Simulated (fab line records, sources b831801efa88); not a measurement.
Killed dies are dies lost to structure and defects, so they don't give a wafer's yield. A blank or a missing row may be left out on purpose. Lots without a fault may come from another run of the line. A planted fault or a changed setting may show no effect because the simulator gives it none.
A sampling plan put to the test | flow gf180mcu | one fab line, 11 faults that these records tell of, each judged on the records of the lots that it struck; 1 more is left out, because the records don't allow judging it
The plan is the line's own looks: the steps of the route at which a gauge or an inspection reads the wafer and doesn't change it. A look can be judged if struck wafers have a number there and the file gives its usual mean and standard deviation on fault-free wafers. Caught: at a look after the fault's first step, the mean of the struck wafers lies 4 or more of those standard deviations (sigma) from the usual mean. On the tool: the same test on the tool's own readings at the fault's steps. Another recipe on the struck wafers, or a record that is blank for them alone, also counts as caught.

THE FAULTS, as the simulator had put them in
1. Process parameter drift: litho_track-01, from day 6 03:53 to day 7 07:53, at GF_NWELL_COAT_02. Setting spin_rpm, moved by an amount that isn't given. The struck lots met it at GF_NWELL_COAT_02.
2. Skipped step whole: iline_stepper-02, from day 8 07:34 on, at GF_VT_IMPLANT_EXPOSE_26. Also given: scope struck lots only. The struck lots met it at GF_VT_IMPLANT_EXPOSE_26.
3. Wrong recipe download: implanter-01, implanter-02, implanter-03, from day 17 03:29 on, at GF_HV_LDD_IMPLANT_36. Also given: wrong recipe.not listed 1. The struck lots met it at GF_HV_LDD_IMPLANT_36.
4. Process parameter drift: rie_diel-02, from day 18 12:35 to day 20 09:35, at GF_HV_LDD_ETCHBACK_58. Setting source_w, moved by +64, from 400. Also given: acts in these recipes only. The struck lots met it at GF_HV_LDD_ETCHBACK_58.
5. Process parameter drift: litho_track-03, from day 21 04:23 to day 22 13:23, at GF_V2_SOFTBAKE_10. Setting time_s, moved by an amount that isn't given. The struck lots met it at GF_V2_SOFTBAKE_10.
6. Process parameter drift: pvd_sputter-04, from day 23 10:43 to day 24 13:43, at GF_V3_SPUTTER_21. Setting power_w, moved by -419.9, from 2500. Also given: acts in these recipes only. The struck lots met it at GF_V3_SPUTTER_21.
7. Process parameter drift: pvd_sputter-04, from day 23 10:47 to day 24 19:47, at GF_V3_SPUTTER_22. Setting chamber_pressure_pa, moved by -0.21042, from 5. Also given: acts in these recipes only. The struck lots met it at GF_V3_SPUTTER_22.
8. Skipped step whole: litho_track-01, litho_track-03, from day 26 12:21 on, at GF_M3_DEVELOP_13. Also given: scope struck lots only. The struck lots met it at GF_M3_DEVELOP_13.
9. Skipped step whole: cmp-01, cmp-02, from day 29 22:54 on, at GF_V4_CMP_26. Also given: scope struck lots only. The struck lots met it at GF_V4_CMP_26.
10. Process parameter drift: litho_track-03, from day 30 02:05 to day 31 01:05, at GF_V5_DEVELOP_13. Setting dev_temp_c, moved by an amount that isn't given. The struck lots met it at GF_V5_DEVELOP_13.
11. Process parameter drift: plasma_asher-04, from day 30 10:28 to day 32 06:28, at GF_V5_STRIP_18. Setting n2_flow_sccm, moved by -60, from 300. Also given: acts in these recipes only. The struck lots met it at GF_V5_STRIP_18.

WHAT THE PLAN SAW
fault | on the tool itself                               | first look that catches it     | reading, sigma  | median hours from its first step to that look | hours from the fault's start to the first struck lot there | judged looks passed uncaught
1     | spin_speed_rpm +26 sigma                         | no look after it can be judged | -               | -                                             | -                                                          | 0
2     | no reading that can be judged                    | no look after it can be judged | -               | -                                             | -                                                          | 0
3     | no reading that can be judged                    | GF_HV_LDD_TW_MEAS_38           | HV_LDD_3_TW -14 | 0.2                                           | 7                                                          | 0
4     | rf_fwd_power_W +49 sigma                         | no look after it can be judged | -               | -                                             | -                                                          | 0
5     | heater_power_total_W +75 sigma                   | no look after it can be judged | -               | -                                             | -                                                          | 0
6     | cathode_dc_power_W -99 or beyond sigma           | no look after it can be judged | -               | -                                             | -                                                          | 0
7     | chamber_pressure_pa -20 sigma                    | no look after it can be judged | -               | -                                             | -                                                          | 0
8     | the tool's record is blank for the struck wafers | no look after it can be judged | -               | -                                             | -                                                          | 0
9     | the tool's record is blank for the struck wafers | no look after it can be judged | -               | -                                             | -                                                          | 0
10    | developer_temp_C -8.1 sigma                      | no look after it can be judged | -               | -                                             | -                                                          | 0
11    | n2_flow_sccm -74 sigma                           | no look after it can be judged | -               | -                                             | -                                                          | 0
A dash: the fault isn't caught, or these records don't give the number.

Caught at a look: 1 of 11. Caught on the tool: 9 of 11. By one or the other: 10 of 11.
Caught on the tool alone: faults 1, 4, 5, 6, 7, 8, 9, 10, 11.
Caught at a look alone: fault 3.
Caught by neither: fault 2.

THINNER SAMPLING
If the look that catches a fault measured only every second or every third lot, by lot number, the first struck lot would be measured this late in the worst case:
fault | struck lots at that look, in order of time | every lot | every second lot | every third lot
3     | L864, L865, L866, L867                     | 7 h       | 12 h             | 20 h
Hours are from the fault's start to the first struck lot that is measured. The limit of 4 sigma was tested on all struck wafers together, so one lot alone may lie under it. Other struck lots may not be in these records.

THE LONGEST TIMED WAY FROM STEP TO LOOK
Fault 3: a median of 0.2 hours passes between GF_HV_LDD_IMPLANT_36 and GF_HV_LDD_TW_MEAS_38. No look between them can be judged.
